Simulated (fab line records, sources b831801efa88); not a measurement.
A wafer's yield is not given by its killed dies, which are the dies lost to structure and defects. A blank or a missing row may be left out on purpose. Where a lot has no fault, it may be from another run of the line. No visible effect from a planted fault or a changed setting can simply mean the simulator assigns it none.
fab line records | flow sky130
record lots=6 | wafers=18 | lastDay=50
route steps=708 shown PWDE@55 NWELL@56 PAD_OPEN@708
lots that met no fault: taken from a fault-free run of the same line
startH: start of the lot's first displayed wafer, in hours after the record's first day | waitH: time in hours since the lot's previous step | " unchanged from the row above | L1.1+2: one row covering several wafers at once | - no value, or no start was given | * or withheld: withheld | < > ~ a bound
route shown NAME@n: names a module that has steps shown in the file, with the first one's number in the route | usual: mean/standard deviation of fault-free wafers | same: alike in all rows | chamber/n: place in a boat | sites: each site's reading | _std_site: standard deviation across them | _edge_site: the outer-site mean with the inner-site mean subtracted | radiusMm: for every site, how far away it sits from the centre of the wafer | mask NAME#n: copy n | behind: tool/chamber where the wafer was last shaped | hold: why the lot went on hold/how many hours it stayed there/how the hold came to an end | device: names the non-switching transistor (n, p or np) | end of line: the tests these same wafers got at the end of their route | for a step that has no rows: nothing shown but its recipe | killed: dies lost to structure and defects at the first sort, not the wafer's yield | map: dies across one wafer; x = killed, . = not, _ = none there
set.NAME: the setting as run; set.NAME@STEP: as run at that earlier step | model.NAME: the simulator's own value behind a step, which no gauge read
certain route steps with their lots: each step a table, each wafer a row
services: from which hour (startH, from the record's first day; less than 0 if before it) a tool's chamber was out of use, for how many hours, and why
## steps
# step SKY_PWDE_TW_MEAS_10
# usual PWDE_TW=372.5/1.7
lot.wafer | tool         | chamber | startH | waitH | PWDE_TW
L568.1    | filmMetro-01 | -       | 92.43  | 0.1   | 372.7
L568.4    | "            | -       | "      | "     | 373.4
L568.6    | "            | -       | "      | "     | 373.0
L570.1    | filmMetro-03 | -       | 103.95 | 0.1   | 371.5
L570.3    | "            | -       | "      | "     | 370.8
L570.5    | "            | -       | "      | "     | 373.4
L572.2    | filmMetro-01 | -       | 110.97 | 0.1   | 376.0
L572.5    | "            | -       | "      | "     | 377.0
L572.6    | "            | -       | "      | "     | 375.2
L574.1    | filmMetro-04 | -       | 124.31 | 0.1   | 373.1
L574.3    | "            | -       | "      | "     | 370.8
L574.5    | "            | -       | "      | "     | 374.1
L583.1    | filmMetro-01 | -       | 183.23 | 0.1   | 372.9
L583.3    | "            | -       | "      | "     | 370.9
L583.4    | "            | -       | "      | "     | 371.1
L587.2    | filmMetro-01 | -       | 200.84 | 0.1   | 370.7
L587.3    | "            | -       | "      | "     | 371.7
L587.4    | "            | -       | "      | "     | 370.7
# step SKY_NWELL_DEHYDRATE_03
# recipe tempC=200 | timeS=60
# step SKY_NWELL_HMDS_04
# recipe primeTimeS=60 | primeTempC=120
# step SKY_NWELL_COAT_05
# recipe spinRpm=2000 | resistThkNm=3000
# step SKY_NWELL_SOFTBAKE_06
# recipe tempC=110 | timeS=withheld
# step SKY_NWELL_EXPOSE_07
# recipe maskId=NWM | na=0.6 | sourceShape=conventional | sigmaOuter=0.6 | polarization=unpolarized | targetCdNm=840 | doseMj=255
# step SKY_NWELL_PEB_08
# recipe tempC=115 | timeS=withheld
# step SKY_NWELL_DEVELOP_09
# recipe wallAngleDeg=90 | developer=TMAH | developTimeS=60 | devTempC=23
# step SKY_NWELL_OVL_MEAS_10
# usual NWELL_00_OVL=-0.4/1.5
lot.wafer | tool       | chamber | startH | waitH | NWELL_00_OVL[nm]
L568.1    | overlay-02 | -       | 109.20 | -     | -0.6
L568.4    | "          | -       | "      | "     | -1.5
L568.6    | "          | -       | "      | "     | -1.4
L570.1    | overlay-01 | -       | 120.36 | -     | -1.4
L570.3    | "          | -       | "      | "     | -0.6
L570.5    | "          | -       | "      | "     | -1.4
L572.2    | overlay-02 | -       | 129.80 | -     | -3.2
L572.5    | "          | -       | "      | "     | -3.5
L572.6    | "          | -       | "      | "     | -1.3
L574.1    | overlay-01 | -       | 143.71 | -     | -0.9
L574.3    | "          | -       | "      | "     | 0.6
L574.5    | "          | -       | "      | "     | -2.1
L583.1    | overlay-02 | -       | 203.86 | -     | -1.6
L583.3    | "          | -       | "      | "     | -0.9
L583.4    | "          | -       | "      | "     | -2.5
L587.2    | overlay-02 | -       | 223.07 | -     | 0.9
L587.3    | "          | -       | "      | "     | 1.1
L587.4    | "          | -       | "      | "     | -0.2
# step SKY_NWELL_IMPLANT_11
# recipe species=P | energyKev=400 | doseCm2=1.9e+13 | tiltDeg=withheld
# step SKY_NWELL_IMPLANT_12
# recipe species=P | energyKev=120 | doseCm2=1.3e+12 | tiltDeg=withheld
# step SKY_NWELL_IMPLANT_13
# recipe species=P | energyKev=50 | doseCm2=7e+11 | tiltDeg=withheld
# step SKY_NWELL_STRIP_14
# recipe chemistry=O2/N2 | powerW=1400 | pressureMtorr=1500 | platenTempC=withheld | o2FlowSccm=3000 | n2FlowSccm=300 | overashFraction=0.5
# usual chamberPressureMTorr=1500.0/1.3 | drypumpMotorCurrentA=5.70/0.28 | n2FlowSccm=300.1/0.87 | oesProductAu=0.722/0.0048 | stripTimeToEndpointS=36.92/0.1
lot.wafer | tool           | chamber | startH | waitH | chamberPressureMTorr | drypumpMotorCurrentA | n2FlowSccm | oesProductAu | rfHoursCounterH | stripTimeToEndpointS
L568.1    | plasmaAsher-04 | 1       | 109.68 | 0.1   | 1498.8               | 5.25                 | 298.9      | 0.718        | 42              | 36.68
L568.4    | "              | 0       | "      | "     | 1501.3               | 5.74                 | 301.1      | 0.718        | -               | 36.69
L568.6    | "              | 0       | "      | "     | 1500.4               | 5.71                 | 299.7      | 0.723        | -               | 36.67
L570.1    | plasmaAsher-04 | 0       | 120.85 | 0.1   | 1496.9               | 5.68                 | 299.8      | 0.718        | 43              | 37.03
L570.3    | "              | 1       | "      | "     | 1498.5               | 5.27                 | 298.7      | 0.723        | -               | 36.90
L570.5    | "              | 1       | "      | "     | 1500.5               | 5.25                 | 299.4      | 0.734        | -               | 37.09
L572.2    | plasmaAsher-04 | 1       | 130.28 | 0.1   | 1800.1               | 5.25                 | 300.7      | 0.733        | 44              | 35.70
L572.5    | "              | 0       | "      | "     | 1501.1               | 5.76                 | 299.5      | 0.722        | -               | 37.04
L572.6    | "              | 1       | "      | "     | 1801.8               | 5.25                 | 300.6      | 0.745        | -               | 35.59
L574.1    | plasmaAsher-04 | 1       | 144.20 | 0.1   | 1797.0               | 5.24                 | 300.7      | 0.732        | 45              | 35.54
L574.3    | "              | 0       | "      | "     | 1502.9               | 5.72                 | 298.6      | 0.725        | -               | 36.82
L574.5    | "              | 1       | "      | "     | 1800.5               | 5.26                 | 301.4      | 0.744        | -               | 35.54
L583.1    | plasmaAsher-01 | 0       | 204.35 | 0.1   | 1499.7               | 5.55                 | 300.9      | 0.730        | 55              | 36.76
L583.3    | "              | 0       | "      | "     | 1503.1               | 5.57                 | 299.0      | 0.727        | -               | 36.77
L583.4    | "              | 1       | "      | "     | 1501.3               | 6.04                 | 301.0      | 0.717        | -               | 36.79
L587.2    | plasmaAsher-03 | 0       | 223.55 | 0.1   | 1499.0               | 5.96                 | 298.8      | 0.721        | 39              | 36.95
L587.3    | "              | 0       | "      | "     | 1502.1               | 5.98                 | 300.1      | 0.717        | -               | 36.92
L587.4    | "              | 1       | "      | "     | 1499.1               | 5.92                 | 301.5      | 0.719        | -               | 36.95
# step SKY_NWELL_TW_MEAS_15
# usual NWELL_TW=1812/7.3
lot.wafer | tool         | chamber | startH | waitH | NWELL_TW
L568.1    | filmMetro-01 | -       | 109.78 | 0.1   | 1809
L568.4    | "            | -       | "      | "     | 1815
L568.6    | "            | -       | "      | "     | 1815
L570.1    | filmMetro-03 | -       | 120.95 | 0.1   | 1806
L570.3    | "            | -       | "      | "     | 1808
L570.5    | "            | -       | "      | "     | 1809
L572.2    | filmMetro-01 | -       | 130.39 | 0.1   | 1820
L572.5    | "            | -       | "      | "     | 1814
L572.6    | "            | -       | "      | "     | 1820
L574.1    | filmMetro-01 | -       | 144.30 | 0.1   | 1820
L574.3    | "            | -       | "      | "     | 1817
L574.5    | "            | -       | "      | "     | 1819
L583.1    | filmMetro-04 | -       | 204.45 | 0.1   | 1804
L583.3    | "            | -       | "      | "     | 1818
L583.4    | "            | -       | "      | "     | 1804
L587.2    | filmMetro-03 | -       | 223.66 | 0.1   | 1829
L587.3    | "            | -       | "      | "     | 1812
L587.4    | "            | -       | "      | "     | 1813
# step SKY_PAD_OPEN_PROBE_99
# usual killed_at_M0_to_M3=44/6 | killed_at_M4_up=2.9/1.5 | killedAtContacts=24/4.9 | killedAtFrontEnd=16/4.3 | killedAtOther=0.3/0.54 | killedDies=87/8.7 | killedOpen=48/6.7 | killedShort=39/5.9
# same grossDies=492 | killedAtBackSide=0
lot.wafer | tool      | chamber | startH  | waitH | killed_at_M0_to_M3 | killed_at_M4_up | killedAtContacts | killedAtFrontEnd | killedAtOther | killedDies | killedOpen | killedShort
L568.1    | prober-01 | -       | 1103.43 | 0.1   | 41                 | 2               | 30               | 16               | 0             | 89         | 51         | 38
L568.4    | prober-01 | -       | 1103.58 | 0.2   | 39                 | 5               | 25               | 18               | 0             | 87         | 52         | 35
L568.6    | prober-01 | -       | 1103.68 | 0.2   | 47                 | 2               | 23               | 16               | 1             | 89         | 49         | 39
L570.1    | prober-02 | -       | 1115.15 | 0.1   | 51                 | 4               | 19               | 17               | 0             | 91         | 51         | 40
L570.3    | prober-02 | -       | 1115.25 | 0.2   | 39                 | 2               | 29               | 17               | 0             | 87         | 44         | 43
L570.5    | prober-02 | -       | 1115.35 | 0.2   | 44                 | 4               | 30               | 19               | 1             | 98         | 55         | 43
# killed by level:class
L568.1 CONTACT:geometricParticle:open=12 VIA1:geometricParticle:open=9 VIA3:geometricParticle:open=9 LI_CONTACT:geometricParticle:open=8 FIELD_ISO:geometricParticle:open=5 FIELD_ISO:geometricParticle:short=5 LI_CONTACT:geometricParticle:short=5 METAL2:geometricParticle:short=5
L568.4 CONTACT:geometricParticle:open=12 VIA1:geometricParticle:open=9 VIA2:geometricParticle:open=7 LI_CONTACT:geometricParticle:open=7 FIELD_ISO:geometricParticle:short=6 FIELD_ISO:geometricParticle:open=6 VIA3:geometricParticle:short=6 VIA3:geometricParticle:open=6
L568.6 LI_CONTACT:geometricParticle:open=8 VIA1:geometricParticle:open=8 METAL1:geometricParticle:short=7 VIA1:geometricParticle:short=7 POLY_GATE:geometricParticle:open=6 LI_CONTACT:geometricParticle:short=6 VIA2:geometricParticle:open=6 CONTACT:geometricParticle:open=5
L570.1 VIA1:geometricParticle:open=16 VIA3:geometricParticle:open=11 POLY_GATE:geometricParticle:short=7 VIA2:geometricParticle:short=6 METAL2:geometricParticle:short=5 LI_CONTACT:geometricParticle:open=4 CONTACT:geometricParticle:short=4 CONTACT:geometricParticle:open=4
L570.3 CONTACT:geometricParticle:open=8 LI_CONTACT:geometricParticle:open=7 VIA1:geometricParticle:open=7 POLY_GATE:geometricParticle:short=6 CONTACT:geometricParticle:short=6 VIA3:geometricParticle:short=6 FIELD_ISO:geometricParticle:open=5 VIA2:geometricParticle:open=5
L570.5 CONTACT:geometricParticle:open=16 VIA1:geometricParticle:open=11 VIA1:geometricParticle:short=9 POLY_GATE:geometricParticle:open=7 LI_CONTACT:geometricParticle:open=6 VIA3:geometricParticle:open=6 CONTACT:geometricParticle:short=5 FIELD_ISO:geometricParticle:short=4
## services
tool           | chamber | startH | hours | kind
plasmaAsher-04 | -       | 157.24 | 3.4   | repair
plasmaAsher-03 | -       | 169.87 | 14.6  | pm
## key
firstSign step=SKY_NWELL_STRIP_14 | reading=chamberPressureMTorr | direction=up | sigmas=99+ | usual=1500.0 | struck=1799.8
effect step=SKY_NWELL_STRIP_14 | reading=stripTimeToEndpointS | direction=down | sigmas=13 | usual=* | struck=*
metAt SKY_NWELL_STRIP_14
struckWafers L572.2,L572.6,L574.1,L574.5
testerLeftOut L572,L574
onsetBetween 120.85 130.28
fault kind=processParameterDrift | tool=plasmaAsher-04 | chamber=1 | onsetH=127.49 | steps=SKY_NWELL_STRIP_14 | channel=pressureMtorr | offset=300 | shape=step | endH=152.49 | actsIn=theseRecipesOnly | stated=1500
# testerLeftOut: of these lots the tester's yield and bins aren't shown, on N5 and GAA mostly nor the transistor test; their killed dies are dies lost to structure and defects alone, not to doping, threshold or leakage, so they don't give the yield
